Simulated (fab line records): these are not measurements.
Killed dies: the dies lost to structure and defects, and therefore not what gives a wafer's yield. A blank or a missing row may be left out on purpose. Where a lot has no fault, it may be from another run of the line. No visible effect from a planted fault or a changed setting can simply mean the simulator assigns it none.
Matching of chambers | flow sky130 | rieDiel-04 running SKY_VIA2_ETCH_15: 4 sister chambers
The step etches SiO2 in C4F8/O2/Ar, stops on TiN, target depth 546 nm, time 84 s. 4 wafers are shown with their chamber, then 10 later ones without.

## WAFERS, EACH WITH ITS CHAMBER
wafer  | chamber | oesProductAu (a.u.)
L079.5 | 0       | 0.935
L087.6 | 2       | 0.938
L088.1 | 3       | 0.939
L088.2 | 1       | 0.934

## WAFERS WITHOUT THEIR CHAMBER
wafer  | oesProductAu (a.u.)
L088.6 | 0.937
L090.1 | 0.938
L090.3 | 0.936
L090.5 | 0.935
L091.1 | 0.941
L091.2 | 0.936
L091.6 | 0.939
L092.1 | 0.933
L092.4 | 0.929
L092.6 | 0.942

## WHICH CHAMBER EACH ONE RAN IN
wafer  | from the rows above               | in truth
L088.6 | can't be placed: 2 or 3 or 0 or 1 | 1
L090.1 | can't be placed: 2 or 3 or 0 or 1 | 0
L090.3 | can't be placed: 0 or 2 or 1 or 3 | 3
L090.5 | can't be placed: 0 or 1 or 2 or 3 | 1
L091.1 | can't be placed: 3 or 2 or 0      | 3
L091.2 | can't be placed: 0 or 2 or 1 or 3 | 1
L091.6 | can't be placed: 3 or 2 or 0      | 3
L092.1 | can't be placed: 1 or 0 or 2      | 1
L092.4 | can't be placed: 1 or 0 or 2      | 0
L092.6 | can't be placed: 3 or 2 or 0      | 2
Correct placement for 0 of the 10. These rows do not allow placing 10 (true chamber among the candidates in 10). Wrongly placed: 0.
How it was worked out, from the rows above alone: a wafer's distance from a chamber is the root of the sum, over the readings, of the square of ((its reading less the chamber's mean) divided by the reading's scatter). If the next closest chamber is less than 2 further off than the closest, the wafer can't be placed; otherwise it belongs to the closest. The mean given for a chamber averages the wafers shown for that chamber. The scatter (one wafer shown for each chamber): square how far every hidden wafer sits from the nearest shown wafer, average those squares and take the square root.
